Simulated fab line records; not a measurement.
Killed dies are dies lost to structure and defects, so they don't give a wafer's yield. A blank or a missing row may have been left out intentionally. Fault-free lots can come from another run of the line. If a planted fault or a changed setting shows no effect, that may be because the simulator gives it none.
Shared-tool check | flow gf180mcu | Sample size 13 lots and 39 wafers

## REASON FOR OPENING
Of 13 lots, 2 have the reading SAB_CVD_00_THK flagged at GF_SAB_THK_MEAS_01. No-fault wafers: 50.1 nm, standard deviation 0.74.
Rule: a lot is flagged when every wafer of it that has a number lies more than 4 standard deviations from that mean, or none has a number. The other lots count as sound.

lot  | measured     | on            | SAB_CVD_00_THK (nm), wafer by wafer | flag
L802 | day 14 09:02 | film metro-02 | 49.3 51.5 50.4                      |
L804 | day 15 03:32 | film metro-03 | 50.0 50.5 50.4                      |
L805 | day 15 12:35 | film metro-03 | 50.4 50.1 51.1                      |
L807 | day 16 12:53 | film metro-03 | 50.6 51.1 50.1                      |
L808 | day 16 21:08 | film metro-02 | 49.4 50.9 51.2                      |
L809 | day 17 03:06 | film metro-01 | 49.5 50.8 49.6                      |
L811 | day 17 14:50 | film metro-02 | 49.3 50.0 51.1                      |
L813 | day 18 10:39 | film metro-03 | 49.8 51.6 50.6                      |
L814 | day 18 20:59 | film metro-01 | 48.2 49.9 49.9                      |
L819 | day 20 20:35 | film metro-01 | 39.7 38.8 39.8                      | FLAGGED
L820 | day 21 01:53 | film metro-02 | 38.4 38.9 39.2                      | FLAGGED
L822 | day 21 16:26 | film metro-03 | 49.3 49.5 51.0                      |
L823 | day 21 23:42 | film metro-02 | 49.1 49.6 50.4                      |
The numbers of the flagged lots are 39.1 nm on average: -11.0 nm against the usual, or -15 standard deviations.

## WHICH TOOL EACH LOT WENT THROUGH
The record keeps 1 process step preceding the reading, out of 602 steps on the route. In each cell: the tool, then ch and the chambers that the sampled wafers went through, then the start.
lot  | flag    | GF_SAB_CVD_00
L802 |         | pecvd-04 ch 0,1, day 14 09:00
L804 |         | pecvd-04 ch 0,2, day 15 03:31
L805 |         | pecvd-01 ch 0,1, day 15 12:34
L807 |         | pecvd-01 ch 1,2, day 16 12:52
L808 |         | pecvd-04 ch 0,1,2, day 16 21:06
L809 |         | pecvd-02 ch 0,1,2, day 17 03:03
L811 |         | pecvd-01 ch 0,1, day 17 14:49
L813 |         | pecvd-04 ch 0,2, day 18 10:37
L814 |         | pecvd-02 ch 0,2, day 18 20:58
L819 | FLAGGED | pecvd-02 ch 0,2, day 20 20:33
L820 | FLAGGED | pecvd-02 ch 0,1, day 21 01:52
L822 |         | pecvd-04 ch 0,1, day 21 16:24
L823 |         | pecvd-01 ch 0,1, day 21 23:40
These steps, and what they do:
- GF_SAB_CVD_00: deposits SiO2 from TEOS, target thk 50 nm, time 4.9302 s.
- GF_SAB_THK_MEAS_01

## FLAGGED OVER TOTAL, TOOL BY TOOL (the gauges that took the reading come last)
step               | tool          | lots run | flagged | share of the flagged lots | sound lots run after its first flagged lot
GF_SAB_CVD_00      | pecvd-01      | 4        | 0       | none                      | -
GF_SAB_CVD_00      | pecvd-02      | 4        | 2       | all                       | 0
GF_SAB_CVD_00      | pecvd-04      | 5        | 0       | none                      | -
GF_SAB_THK_MEAS_01 | film metro-01 | 3        | 1       | some                      | 0
GF_SAB_THK_MEAS_01 | film metro-02 | 5        | 1       | some                      | 1 (L823)
GF_SAB_THK_MEAS_01 | film metro-03 | 5        | 0       | none                      | -

## WHAT THE TABLE PERMITS
Rows of the table that ran each flagged lot: 1, that is pecvd-02 at GF_SAB_CVD_00.
- pecvd-02 at GF_SAB_CVD_00 ran 4 lots, 2 of them flagged. A fault beginning between L814 (day 18 20:58), its last sound lot, and L819 (day 20 20:33), its first flagged one, fits the data.
Left over: one tool, pecvd-02 at GF_SAB_CVD_00.

## WHAT THE SIMULATOR HAD PUT IN
Site profile drift: pecvd-02, from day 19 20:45 on, at GF_SAB_CVD_00. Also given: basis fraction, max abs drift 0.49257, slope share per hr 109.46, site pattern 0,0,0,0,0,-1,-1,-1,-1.
Lots struck among those shown: L819, L820. The rule given above showed the same thing.
